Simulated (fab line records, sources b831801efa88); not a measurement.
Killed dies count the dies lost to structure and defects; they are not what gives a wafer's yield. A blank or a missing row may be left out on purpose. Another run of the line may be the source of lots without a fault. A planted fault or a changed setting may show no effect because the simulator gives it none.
The tool behind it: which one? / flow gf180mcu / Sampling: 6 lots, 18 wafers, 3 of 602 route steps

## WHAT EACH GAUGE READ, for each wafer
GF_HV_LDD_CD_MEAS_19: the cd target is 400 nm.
lot=L518; measured=day 11 07:59; on=cd-sem-01; cd-nm (nm)=399.1 397.3 397.4
lot=L523; measured=day 13 00:55; on=cd-sem-02; cd-nm (nm)=400.2 401.8 400.6
lot=L525; measured=day 13 13:48; on=cd-sem-01; cd-nm (nm)=- - -
lot=L531; measured=day 15 11:16; on=cd-sem-01; cd-nm (nm)=396.8 397.6 397.4
lot=L535; measured=day 16 19:42; on=cd-sem-02; cd-nm (nm)=399.3 401.2 399.1
lot=L537; measured=day 17 10:28; on=cd-sem-02; cd-nm (nm)=396.8 397.7 396.5

## WHICH TOOL RAN EACH LOT (tool, then ch and the chambers of the sampled wafers, then the start)
lot=L518; GF_DUAL_GATE_STRIP_13=plasma-asher-01 ch 0,1, day 8 21:44; GF_HV_LDD_EXPOSE_16=iline-stepper-02 ch 0, day 10 22:51
lot=L523; GF_DUAL_GATE_STRIP_13=plasma-asher-04 ch 1, day 10 09:14; GF_HV_LDD_EXPOSE_16=iline-stepper-01 ch 0, day 12 15:13
lot=L525; GF_DUAL_GATE_STRIP_13=plasma-asher-01 ch 0,1, day 10 23:17; GF_HV_LDD_EXPOSE_16=iline-stepper-02 ch 0, day 13 04:05
lot=L531; GF_DUAL_GATE_STRIP_13=plasma-asher-01 ch 1, day 12 16:59; GF_HV_LDD_EXPOSE_16=iline-stepper-02 ch 0, day 15 00:58
lot=L535; GF_DUAL_GATE_STRIP_13=plasma-asher-03 ch 0,1, day 13 21:40; GF_HV_LDD_EXPOSE_16=iline-stepper-01 ch 0, day 16 08:46
lot=L537; GF_DUAL_GATE_STRIP_13=plasma-asher-03 ch 0,1, day 14 12:05; GF_HV_LDD_EXPOSE_16=iline-stepper-02 ch 0, day 16 23:31
- GF_DUAL_GATE_STRIP_13: strips in O2/N2.
- GF_HV_LDD_EXPOSE_16: exposes mask Pplus LV AREA, target cd 400 nm.

## THE ANSWER, worked out from the rows above alone
Rule: usual is defined by the lots themselves. The widest of any qualifying gaps counts: lots, ordered by their means at a reading, are off when they make up no more than a third of the lots, leave a main group of 4 or more, and stand apart from it by 3 or more times the standard deviation of that group's means. Not used: any main group whose means are identical at the precision the tables above print for the reading. A lot without any number at a reading at which 4 lots or more have one is off too. Any other lot the step has rows for is counted as sound.
Off, at GF_HV_LDD_CD_MEAS_19 on cd-nm: L525. Without a number there: L525. Main group: mean 398.6 nm, sd 1.5.
A tool fits if, at a process step before that reading, it ran every lot that is off, and no sound lot after the first of them. The gauges at GF_HV_LDD_CD_MEAS_19 are tried like those tools. Of those tried, none fits.

## WHAT THE SIMULATOR PUT IN
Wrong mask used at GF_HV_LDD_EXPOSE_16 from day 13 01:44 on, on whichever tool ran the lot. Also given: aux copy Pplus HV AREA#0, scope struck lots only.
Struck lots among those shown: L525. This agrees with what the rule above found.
